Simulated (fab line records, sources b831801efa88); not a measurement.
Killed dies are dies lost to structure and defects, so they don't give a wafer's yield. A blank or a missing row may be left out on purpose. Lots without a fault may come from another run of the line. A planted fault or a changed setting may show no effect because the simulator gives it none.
fab line records | flow sky130
record lots=11 wafers=33 last_day=51
route steps=708 shown PWDE@54 VT_ADJUST_HVTP@89 VT_ADJUST_LVTN@115 PAD_OPEN@708
lots that met no fault: from a run of the same line without faults
start_h: hours from the record's first day to the start of the lot's first wafer shown | wait_h: hours since the lot's step before | " the same as in the row above | L1.1+2: a row that stands for several wafers | - no value, or no start given | * or withheld: withheld | < > ~ a bound
route shown NAME@n: a module of which the file shows steps, and the number in the route of the first | usual: mean/standard deviation of fault-free wafers | same: alike in all rows | chamber/n: place in a boat | sites: the reading at each site | _std_site: their standard deviation | _edge_site: outer sites' mean less inner sites' | radius_mm: how far each site lies from the wafer's centre | mask NAME#n: copy n | behind: the tool/chamber that last shaped the wafer | hold: why the lot was held/for how many hours/how that ended | device: the transistor (n, p or np) that didn't switch | end of line: the same wafers' tests at the end of the route | a step without rows: its recipe alone | killed: dies lost to structure and defects at the first sort, not the wafer's yield | map: a wafer's dies, x killed, . not, _ none there
set.NAME: the setting as run; set.NAME@STEP: as run at that earlier step | model.NAME: the simulator's own value behind a step, which no gauge read
steps of the route over a sample of lots; a table a step, a row a wafer
services: from which hour (start_h, from the record's first day; less than 0 if before it) a tool's chamber was out of use, for how many hours, and why
## steps
# step SKY_PWDE_STRIP_09
# recipe chemistry=O2/N2 power_w=1400 pressure_mtorr=1500 platen_temp_c=withheld o2_flow_sccm=3000 n2_flow_sccm=300 overash_fraction=0.5
# usual drypump_motor_current_A=6.0/0.36 oes_product_au=0.723/0.0044 strip_time_to_endpoint_s=36.92/0.1
# columns lot.wafer tool chamber start_h wait_h drypump_motor_current_A oes_product_au rf_hours_counter_h strip_time_to_endpoint_s
L955.1 plasma_asher-04 0 73.74 0.1 6.0 0.721 37 36.93
L955.2 " 1 " " 6.2 0.727 37 36.97
L955.3 " 1 " " 6.2 0.727 - 36.98
L956.3 plasma_asher-04 0 77.68 0.1 6.0 0.727 - 36.97
L956.5 " 1 " " 6.2 0.730 - 36.93
L956.6 " 0 " " 6.1 0.723 - 36.88
L957.2 plasma_asher-04 0 84.99 0.1 6.1 0.731 38 37.17
L957.4 " 0 " " 6.0 0.719 - 37.15
L957.5 " 0 " " 6.1 0.721 - 36.93
L963.1 plasma_asher-01 0 119.69 0.1 6.2 0.727 31 36.92
L963.2 " 1 " " 5.9 0.726 31 37.09
L963.4 " 0 " " 6.2 0.725 - 36.88
L965.1 plasma_asher-01 1 126.94 0.1 5.9 0.727 32 36.82
L965.3 " 1 " " 5.9 0.722 - 36.94
L965.4 " 0 " " 6.2 0.725 - 36.92
L967.2 plasma_asher-01 0 135.04 0.1 6.2 0.719 33 36.70
L967.4 " 1 " " 5.9 0.721 - 36.74
L967.5 " 0 " " 6.2 0.725 - 36.79
L968.4 plasma_asher-02 0 141.48 0.1 6.3 0.721 - 37.08
L968.5 " 1 " " 5.2 0.722 - 36.98
L968.6 " 0 " " 6.4 0.716 - 36.86
L969.1 plasma_asher-04 0 146.94 0.1 6.1 0.729 45 37.11
L969.5 " 1 " " 6.2 0.726 - 36.96
L969.6 " 0 " " 6.1 0.724 - 37.03
L977.1 plasma_asher-02 0 195.89 0.1 6.3 0.723 8 36.76
L977.3 " 0 " " 6.3 0.722 - 36.80
L977.4 " 1 " " 5.2 0.723 - 36.75
L976.1 plasma_asher-04 0 196.05 0.1 6.0 0.726 50 36.92
L976.2 " 1 " " 6.2 0.726 50 36.93
L976.4 " 1 " " 6.2 0.726 - 36.93
L978.1 plasma_asher-01 0 208.49 0.1 6.2 0.720 40 36.97
L978.5 " 1 " " 5.9 0.719 - 37.00
L978.6 " 0 " " 6.2 0.713 - 37.06
# step SKY_VT_ADJUST_HVTP_EXPOSE_04
# recipe mask_id=HVTPM na=0.6 source_shape=conventional sigma_outer=0.6 polarization=unpolarized target_cd_nm=380 dose_mj=140
# usual focus_offset_nm=0.0/0.49
# columns lot.wafer tool chamber start_h wait_h mask focus_offset_nm
L955.1 iline_stepper-02 0 119.73 - HVTPM#0 -0.2
L955.2 " 0 " " HVTPM#0 0.0
L955.3 " 0 " " HVTPM#0 -0.6
L956.3 iline_stepper-01 0 123.87 - HVTPM#0 -0.1
L956.5 " 0 " " HVTPM#0 -0.4
L956.6 " 0 " " HVTPM#0 -0.3
L957.2 iline_stepper-01 0 130.43 - HVTPM#0 -0.1
L957.4 " 0 " " HVTPM#0 -1.1
L957.5 " 0 " " HVTPM#0 -0.3
L963.1 iline_stepper-02 0 168.19 - HVTPM#0 -0.3
L963.2 " 0 " " HVTPM#0 -0.1
L963.4 " 0 " " HVTPM#0 1.1
L965.1 iline_stepper-02 0 177.58 - HVTPM#0 0.6
L965.3 " 0 " " HVTPM#0 -0.4
L965.4 " 0 " " HVTPM#0 0.6
L967.2 iline_stepper-02 0 185.75 - HVTPM#0 0.4
L967.4 " 0 " " HVTPM#0 0.0
L967.5 " 0 " " HVTPM#0 1.1
L968.4 iline_stepper-01 0 192.73 - HVTPM#0 -1.0
L968.5 " 0 " " HVTPM#0 -1.0
L968.6 " 0 " " HVTPM#0 -0.9
L969.1 iline_stepper-01 0 199.74 - HVTPM#0 0.6
L969.5 " 0 " " HVTPM#0 0.1
L969.6 " 0 " " HVTPM#0 0.1
L977.1 iline_stepper-02 0 252.59 - HVTPM#0 0.6
L977.3 " 0 " " HVTPM#0 0.0
L977.4 " 0 " " HVTPM#0 0.4
L976.1 iline_stepper-01 0 253.08 - HVTPM#0 -0.9
L976.2 " 0 " " HVTPM#0 -0.2
L976.4 " 0 " " HVTPM#0 -0.6
L978.1 iline_stepper-01 0 266.12 - HVTPM#0 0.1
L978.5 " 0 " " HVTPM#0 1.0
L978.6 " 0 " " HVTPM#0 0.2
# step SKY_VT_ADJUST_HVTP_CD_MEAS_07
# recipe target_cd_nm=380
# usual cd_nm=380.1/2.2
# columns lot.wafer tool chamber start_h wait_h cd_nm
L955.1 cd_sem-01 - 128.06 0.1 380.5
L955.2 " - " " 379.3
L955.3 " - " " 377.9
L956.3 cd_sem-01 - 132.94 0.1 379.5
L956.5 " - " " 379.8
L956.6 " - " " 378.5
L957.2 cd_sem-01 - 139.27 0.1 376.2
L957.4 " - " " 379.1
L957.5 " - " " 377.6
L963.1 cd_sem-02 - 178.89 0.1 381.2
L963.2 " - " " 380.7
L963.4 " - " " 367.9
L965.1 cd_sem-02 - 187.49 0.1 380.8
L965.3 " - " " 369.1
L965.4 " - " " 366.9
L967.2 cd_sem-02 - 196.13 0.1 377.7
L967.4 " - " " 368.4
L967.5 " - " " 379.1
L968.4 cd_sem-01 - 203.55 0.1 378.0
L968.5 " - " " 381.9
L968.6 " - " " 380.8
L969.1 cd_sem-01 - 210.54 0.1 380.1
L969.5 " - " " 381.0
L969.6 " - " " 380.5
L977.1 cd_sem-01 - 264.55 0.1 378.4
L977.3 " - " " 379.7
L977.4 " - " " 378.9
L976.1 cd_sem-02 - 264.74 0.1 379.0
L976.2 " - " " 379.7
L976.4 " - " " 379.5
L978.1 cd_sem-01 - 277.75 0.1 379.4
L978.5 " - " " 382.3
L978.6 " - " " 380.4
# step SKY_VT_ADJUST_HVTP_STRIP_10
# recipe chemistry=O2/N2 power_w=1400 pressure_mtorr=1500 platen_temp_c=withheld o2_flow_sccm=3000 n2_flow_sccm=300 overash_fraction=0.5
# usual drypump_motor_current_A=6.0/0.45 oes_product_au=0.715/0.0043 strip_time_to_endpoint_s=14.18/0.042
# columns lot.wafer tool chamber start_h wait_h drypump_motor_current_A oes_product_au rf_hours_counter_h strip_time_to_endpoint_s
L955.1 plasma_asher-02 1 128.36 0.1 5.2 0.720 1 14.15
L955.2 " 0 " " 6.4 0.709 1 14.18
L955.3 " 1 " " 5.2 0.708 - 14.18
L956.3 plasma_asher-02 0 133.24 0.1 6.4 0.722 - 14.15
L956.5 " 1 " " 5.2 0.711 - 14.14
L956.6 " 0 " " 6.4 0.716 - 14.16
L957.2 plasma_asher-02 0 139.56 0.1 6.3 0.721 2 14.14
L957.4 " 1 " " 5.2 0.718 - 14.16
L957.5 " 1 " " 5.2 0.715 - 14.21
L963.1 plasma_asher-02 1 179.20 0.1 5.2 0.717 6 14.17
L963.2 " 0 " " 6.4 0.716 6 14.20
L963.4 " 1 " " 5.2 0.719 - 14.18
L965.1 plasma_asher-01 0 187.80 0.1 6.2 0.712 38 14.16
L965.3 " 1 " " 5.9 0.720 - 14.17
L965.4 " 0 " " 6.2 0.712 - 14.20
L967.2 plasma_asher-02 0 196.41 0.1 6.3 0.712 8 14.15
L967.4 " 1 " " 5.2 0.715 - 14.15
L967.5 " 0 " " 6.3 0.700 - 14.13
L968.4 plasma_asher-02 1 203.83 0.1 5.2 0.711 - 14.20
L968.5 " 0 " " 6.4 0.719 - 14.18
L968.6 " 1 " " 5.2 0.714 - 14.18
L969.1 plasma_asher-02 1 210.85 0.1 5.2 0.715 9 14.22
L969.5 " 0 " " 6.3 0.719 - 14.26
L969.6 " 1 " " 5.2 0.716 - 14.22
L977.1 plasma_asher-03 0 264.86 0.1 5.8 0.717 56 14.14
L977.3 " 1 " " 6.5 0.710 - 14.18
L977.4 " 0 " " 5.8 0.716 - 14.15
L976.1 plasma_asher-01 1 265.05 0.1 5.9 0.706 44 14.16
L976.2 " 0 " " 6.2 0.717 44 14.19
L976.4 " 0 " " 6.2 0.713 - 14.19
L978.1 plasma_asher-01 0 278.06 0.1 6.2 0.717 45 14.22
L978.5 " 1 " " 5.9 0.718 - 14.21
L978.6 " 0 " " 6.2 0.722 - 14.22
# step SKY_VT_ADJUST_LVTN_OVL_MEAS_18
# usual VT_ADJUST_LVTN_01_OVL=-1.6/1.2
# columns lot.wafer tool chamber start_h wait_h VT_ADJUST_LVTN_01_OVL[nm]
L955.1 overlay-02 - 166.66 0.1 -3.0
L955.2 " - " " -3.1
L955.3 " - " " -1.5
L956.3 overlay-01 - 171.77 0.1 -0.7
L956.5 " - " " -3.7
L956.6 " - " " -2.6
L957.2 overlay-01 - 179.06 0.1 -1.8
L957.4 " - " " -0.3
L957.5 " - " " -1.8
L963.1 overlay-01 - 222.79 0.1 -1.0
L963.2 " - " " -1.7
L963.4 " - " " -2.0
L965.1 overlay-01 - 232.51 0.1 -3.1
L965.3 " - " " -4.2
L965.4 " - " " -2.2
L967.2 overlay-01 - 240.06 0.1 -2.7
L967.4 " - " " -2.1
L967.5 " - " " -1.9
L968.4 overlay-02 - 247.82 0.1 -2.3
L968.5 " - " " -2.0
L968.6 " - " " -3.3
L969.1 overlay-01 - 255.46 0.1 -1.6
L969.5 " - " " -0.2
L969.6 " - " " -1.6
L977.1 overlay-02 - 315.05 0.1 -1.8
L977.3 " - " " -1.4
L977.4 " - " " -1.6
L976.1 overlay-02 - 315.39 0.1 -0.9
L976.2 " - " " -1.2
L976.4 " - " " 0.1
L978.1 overlay-02 - 330.21 0.1 -2.1
L978.5 " - " " -1.0
L978.6 " - " " -0.1
# step SKY_PAD_OPEN_PROBE_99
# usual killed_at_M0_to_M3=43/6.6 killed_at_M4_up=3.4/1.8 killed_at_contacts=24/5.7 killed_at_front_end=15/4.2 killed_at_other=0.3/0.58 killed_dies=86/8 killed_open=46/7.2 killed_short=39/5.8
# same gross_dies=492 killed_at_back_side=0
# columns lot.wafer tool chamber start_h wait_h killed_at_M0_to_M3 killed_at_M4_up killed_at_contacts killed_at_front_end killed_at_other killed_dies killed_open killed_short
L965.1 prober-02 - 1152.28 0.1 44 4 27 11 1 87 50 37
L965.3 prober-02 - 1152.38 0.2 42 1 28 11 1 83 52 31
L965.4 prober-02 - 1152.43 0.2 32 5 25 10 0 72 38 34
L967.2 prober-02 - 1156.42 0.1 33 8 16 13 0 70 25 45
L967.4 prober-02 - 1156.52 0.2 37 3 22 15 0 77 38 39
L967.5 prober-02 - 1156.57 0.2 51 2 30 12 0 95 59 36
# killed by level:class
L965.1 CONTACT:geometric_particle:open=12 VIA1:geometric_particle:short=10 VIA2:geometric_particle:open=8 LI_CONTACT:geometric_particle:open=7 LI_CONTACT:geometric_particle:short=6 VIA1:geometric_particle:open=6 VIA3:geometric_particle:open=6 FIELD_ISO:geometric_particle:short=4
L965.3 VIA1:geometric_particle:open=14 CONTACT:geometric_particle:open=12 METAL2:geometric_particle:short=6 VIA3:geometric_particle:open=6 LI_CONTACT:geometric_particle:short=4 LI_CONTACT:geometric_particle:open=4 CONTACT:geometric_particle:short=4 VIA2:geometric_particle:open=4
L965.4 VIA1:geometric_particle:open=9 LI_CONTACT:geometric_particle:open=7 VIA3:geometric_particle:open=7 CONTACT:geometric_particle:open=6 FIELD_ISO:geometric_particle:open=5 VIA1:geometric_particle:short=5 LOCAL_INTERCONNECT:geometric_particle:short=5 CONTACT:geometric_particle:short=4
L967.2 FIELD_ISO:geometric_particle:short=7 VIA1:geometric_particle:open=7 METAL4:geometric_particle:short=5 VIA3:geometric_particle:open=5 LI_CONTACT:geometric_particle:short=4 CONTACT:geometric_particle:short=4 METAL1:geometric_particle:short=4 METAL2:geometric_particle:short=4
L967.4 VIA1:geometric_particle:open=10 CONTACT:geometric_particle:short=6 FIELD_ISO:geometric_particle:short=5 CONTACT:geometric_particle:open=5 VIA2:geometric_particle:short=5 VIA2:geometric_particle:open=5 LI_CONTACT:geometric_particle:open=4 LOCAL_INTERCONNECT:geometric_particle:short=4
L967.5 VIA3:geometric_particle:open=10 CONTACT:geometric_particle:open=10 VIA1:geometric_particle:open=10 VIA2:geometric_particle:open=8 LI_CONTACT:geometric_particle:open=7 VIA1:geometric_particle:short=6 METAL1:geometric_particle:short=5 CONTACT:geometric_particle:short=5
## services
# columns tool chamber start_h hours kind
iline_stepper-02 - 87.75 1.7 pm
iline_stepper-02 0 96.39 - calibration
plasma_asher-02 - 108.81 9.0 pm
plasma_asher-02 0 108.81 9.0 vent_cycle
plasma_asher-02 1 108.81 9.0 vent_cycle
iline_stepper-01 0 113.86 - calibration
plasma_asher-03 - 115.15 15.6 pm
plasma_asher-02 - 117.81 2.8 pm
plasma_asher-02 0 117.81 - clean
plasma_asher-02 1 117.81 - clean
iline_stepper-01 - 201.15 1.7 pm
plasma_asher-01 - 214.11 14.6 pm
plasma_asher-02 - 215.06 0.9 repair
plasma_asher-03 - 236.66 2.8 pm
## key
first_sign step=SKY_VT_ADJUST_HVTP_CD_MEAS_07 reading=cd_nm direction=down sigmas=5.3 usual=380.1 struck=368.1
effect none on later readings
met_at SKY_VT_ADJUST_HVTP_EXPOSE_04
struck_lots L963,L965,L967
struck_wafers L963.4,L965.3,L965.4,L967.4
tester_left_out L963,L965,L967
not_acting_at SKY_PWDE_STRIP_09,SKY_VT_ADJUST_HVTP_STRIP_10,SKY_VT_ADJUST_LVTN_OVL_MEAS_18
onset_between 119.73 168.19
fault kind=process_parameter_drift tool=iline_stepper-02 chamber=- onset_h=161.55 steps=SKY_VT_ADJUST_HVTP_EXPOSE_04 channel=focus_nm offset=759.59 shape=step end_h=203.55 scope=struck_wafers_only
# tester_left_out: of these lots the tester's yield and bins aren't shown, on N5 and GAA mostly nor the transistor test; their killed dies are dies lost to structure and defects alone, not to doping, threshold or leakage, so they don't give the yield
